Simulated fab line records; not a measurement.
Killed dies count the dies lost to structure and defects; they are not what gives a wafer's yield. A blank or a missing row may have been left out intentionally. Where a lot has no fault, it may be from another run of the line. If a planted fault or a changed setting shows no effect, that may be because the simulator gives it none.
Chamber matching + flow gf180mcu + GF_STI_ETCH_14 on rie si-02: 4 sister chambers
The step etches Si in HBr/Cl2/O2, target depth 360 nm, time 102.9 s. 24 wafers are shown with their chamber, then 12 later ones without.

## WAFERS WITH THEIR CHAMBER
| wafer  | chamber | drypump motor current A (A) | he backside leak sccm (sccm) | oes product au (a.u.) |
|--------|---------|-----------------------------|------------------------------|-----------------------|
| L075.2 | 3       | 5.7                         | 2.90                         | 1.015                 |
| L075.3 | 1       | 6.0                         | 2.77                         | 0.996                 |
| L075.5 | 0       | 5.5                         | 3.25                         | 0.984                 |
| L076.2 | 2       | 6.2                         | 2.44                         | 0.970                 |
| L076.4 | 1       | 6.0                         | 2.59                         | 0.994                 |
| L076.5 | 0       | 5.5                         | 3.01                         | 0.985                 |
| L077.2 | 1       | 6.0                         | 2.56                         | 1.001                 |
| L077.4 | 2       | 6.3                         | 2.60                         | 0.983                 |
| L077.5 | 1       | 6.0                         | 2.73                         | 0.996                 |
| L083.1 | 0       | 5.5                         | 2.84                         | 1.010                 |
| L083.4 | 2       | 6.2                         | 2.56                         | 0.990                 |
| L083.6 | 0       | 5.5                         | 2.85                         | 1.019                 |
| L084.1 | 0       | 5.5                         | 2.72                         | 1.001                 |
| L084.3 | 3       | 5.7                         | 2.92                         | 1.013                 |
| L084.6 | 3       | 5.7                         | 2.87                         | 1.003                 |
| L085.1 | 3       | 5.7                         | 2.92                         | 1.005                 |
| L085.2 | 2       | 6.2                         | 2.60                         | 0.981                 |
| L085.4 | 3       | 5.8                         | 3.11                         | 1.009                 |
| L089.1 | 3       | 5.8                         | 2.96                         | 0.989                 |
| L089.4 | 2       | 6.3                         | 2.72                         | 0.970                 |
| L089.6 | 3       | 5.7                         | 2.95                         | 1.007                 |
| L090.1 | 1       | 6.0                         | 2.39                         | 0.986                 |
| L090.4 | 3       | 5.7                         | 3.44                         | 1.000                 |
| L090.6 | 2       | 6.3                         | 2.45                         | 0.966                 |

SIGNATURES (means of the wafers above)
| reading                 | chamber 0 | chamber 1 | chamber 2 | chamber 3 | scatter within a chamber |
|-------------------------|-----------|-----------|-----------|-----------|--------------------------|
| drypump motor current A | 5.500     | 6.000     | 6.250     | 5.725     | 0.0387                   |
| he backside leak sccm   | 2.9340    | 2.6080    | 2.5617    | 3.0088    | 0.168                    |
| oes product au          | 0.99980   | 0.99460   | 0.97667   | 1.00512   | 0.00993                  |
Rule: a wafer's distance from a chamber is the root of the sum, over the readings, of the square of ((its reading less the chamber's mean) divided by the reading's scatter). The wafer belongs to the nearest chamber; if the next one is less than 2 further off, it can't be placed. The scatter: take each reading less its chamber's mean, square it, sum over the shown wafers, divide by the number of wafers less the number of chambers, and take the root.

## WAFERS WITH NO CHAMBER GIVEN
| wafer  | drypump motor current A (A) | he backside leak sccm (sccm) | oes product au (a.u.) |
|--------|-----------------------------|------------------------------|-----------------------|
| L092.3 | 5.5                         | 2.74                         | 1.007                 |
| L092.4 | 6.0                         | 2.51                         | 0.994                 |
| L092.5 | 5.7                         | 2.74                         | 1.005                 |
| L094.1 | 6.2                         | 2.53                         | 0.984                 |
| L094.2 | 5.7                         | 2.90                         | 1.006                 |
| L094.3 | 5.5                         | 2.83                         | 1.010                 |
| L095.2 | 5.5                         | 2.82                         | 1.013                 |
| L095.4 | 5.7                         | 2.97                         | 1.011                 |
| L095.6 | 5.5                         | 2.80                         | 1.004                 |
| L096.1 | 5.7                         | 2.98                         | 1.002                 |
| L096.4 | 6.2                         | 2.39                         | 0.971                 |
| L096.6 | 6.0                         | 2.56                         | 0.996                 |

## CHAMBER TAKEN BY EACH
| wafer  | from the rows above | in truth |
|--------|---------------------|----------|
| L092.3 | 0                   | 0        |
| L092.4 | 1                   | 1        |
| L092.5 | 3                   | 3        |
| L094.1 | 2                   | 2        |
| L094.2 | 3                   | 3        |
| L094.3 | 0                   | 0        |
| L095.2 | 0                   | 0        |
| L095.4 | 3                   | 3        |
| L095.6 | 0                   | 0        |
| L096.1 | 3                   | 3        |
| L096.4 | 2                   | 2        |
| L096.6 | 1                   | 1        |
Placed correctly: 12 of 12. From these rows, 0 cannot be placed. Wrongly placed: 0.
